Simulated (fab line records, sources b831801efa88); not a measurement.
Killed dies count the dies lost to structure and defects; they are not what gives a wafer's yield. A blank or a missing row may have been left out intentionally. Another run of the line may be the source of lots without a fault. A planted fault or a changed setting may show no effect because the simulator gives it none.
Which tool was responsible? ; flow sky130 ; Sampling: 12 lots, 36 wafers, 3 of 708 route steps

## WHAT EACH GAUGE READ, for each wafer
SKY_VT_ADJUST_LVTN_OVL_MEAS_18.
lot;measured;on;VT_ADJUST_LVTN_01_OVL (nm)
L524;day 7 15:40;overlay-01;2.6 -0.5 0.8
L527;day 8 12:41;overlay-01;1.0 -1.1 -0.5
L528;day 8 20:27;overlay-02;-0.8 -1.0 0.0
L529;day 9 06:12;overlay-01;1.2 2.8 1.6
L530;day 9 13:23;overlay-01;0.3 0.3 0.8
L537;day 11 13:27;overlay-02;0.2 -2.1 -2.7
L538;day 11 20:24;overlay-02;-0.6 2.6 -1.0
L541;day 12 10:41;overlay-01;-3.3 -0.8 -1.2
L542;day 12 17:11;overlay-02;0.0 1.5 3.4
L543;day 13 03:42;overlay-02;-2.2 0.0 -0.5
L545;day 13 19:24;overlay-02;-1.8 0.5 -0.5
L547;day 14 06:44;overlay-01;-1.8 -1.6 -2.2

SKY_SONOS_TUNNEL_TW_MEAS_12.
lot;measured;on;SONOS_TUNNEL_TW
L524;day 11 07:10;film_metro-03;197.3 198.6 198.0
L527;day 12 07:10;film_metro-03;197.0 197.6 199.3
L528;day 12 18:04;film_metro-04;197.7 197.3 197.5
L529;day 13 05:59;film_metro-01;198.6 198.5 198.3
L530;day 13 12:40;film_metro-01;197.4 197.1 197.0
L537;day 15 20:06;film_metro-01;199.0 200.1 200.1
L538;day 16 06:40;film_metro-04;196.9 197.3 196.5
L541;day 16 23:35;film_metro-04;196.7 195.5 196.1
L542;day 17 07:11;film_metro-04;198.2 197.6 197.3
L543;day 17 18:49;film_metro-03;198.3 199.5 198.3
L545;day 18 12:30;film_metro-01;198.9 199.1 199.4
L547;day 19 02:35;film_metro-04;196.3 197.7 197.0

## WHICH TOOL RAN EACH LOT (tool, then ch and the chambers of the sampled wafers, then the start)
lot;SKY_PWDE_STRIP_09
L524;plasma_asher-02 ch 0,1, day 3 19:50
L527;plasma_asher-03 ch 0,1, day 4 13:23
L528;plasma_asher-04 ch 0,1, day 4 19:47
L529;plasma_asher-04 ch 0,1, day 5 03:29
L530;plasma_asher-02 ch 0,1, day 5 08:41
L537;plasma_asher-04 ch 0,1, day 7 01:16
L538;plasma_asher-04 ch 0,1, day 7 06:56
L541;plasma_asher-04 ch 0,1, day 7 18:08
L542;plasma_asher-03 ch 0,1, day 7 22:59
L543;plasma_asher-02 ch 0,1, day 8 08:35
L545;plasma_asher-03 ch 0,1, day 8 19:35
L547;plasma_asher-02 ch 0, day 9 06:05
- SKY_PWDE_STRIP_09: strips in O2/N2.

## WHAT THE TOOLS THEMSELVES READ (means of the sampled wafers that have a number; where no wafer has one, the mark that the record gives instead)
SKY_PWDE_STRIP_09.
lot;tool;chamber_pressure_mTorr (mTorr);drypump_motor_current_A (A);oes_product_au (a.u.);strip_time_to_endpoint_s (s)
L524;plasma_asher-02;1500.2;5.9;0.724;37.02
L527;plasma_asher-03;1500.8;5.2;0.722;36.93
L528;plasma_asher-04;1499.9;5.5;0.719;36.78
L529;plasma_asher-04;1500.2;5.5;0.724;36.94
L530;plasma_asher-02;1501.2;6.0;0.718;36.90
L537;plasma_asher-04;1499.4;5.7;0.723;36.95
L538;plasma_asher-04;1499.3;5.7;0.720;36.80
L541;plasma_asher-04;1499.4;5.5;0.719;36.91
L542;plasma_asher-03;1500.4;5.5;0.718;36.90
L543;plasma_asher-02;1499.4;6.0;0.719;37.00
L545;plasma_asher-03;1501.5;5.2;0.723;36.93
L547;plasma_asher-02;1500.8;6.1;0.721;36.94

## THE ANSWER, worked out from the rows above alone
Rule: what is usual is taken from the lots themselves. The widest of any qualifying gaps counts: lots, ordered by their means at a reading, are off when they make up no more than a third of the lots, leave a main group of 4 or more, and stand apart from it by 3 or more times the standard deviation of that group's means. A main group is skipped when, at the precision printed for the reading in the tables above, its means are all equal. Also off: a lot with no number at a reading for which 4 or more lots have one. All remaining lots with rows at the step are treated as sound. Order of review: gauges by route order, followed by the tools' own readings, for which a lot's mean as printed above is used. The first step at which some lot is off is used, and at that step the reading that is off furthest; a lot without a number counts as furthest.
None of the lots is off at any reading shown; this tells nothing.

## WHAT HAD BEEN PUT IN BY THE SIMULATOR
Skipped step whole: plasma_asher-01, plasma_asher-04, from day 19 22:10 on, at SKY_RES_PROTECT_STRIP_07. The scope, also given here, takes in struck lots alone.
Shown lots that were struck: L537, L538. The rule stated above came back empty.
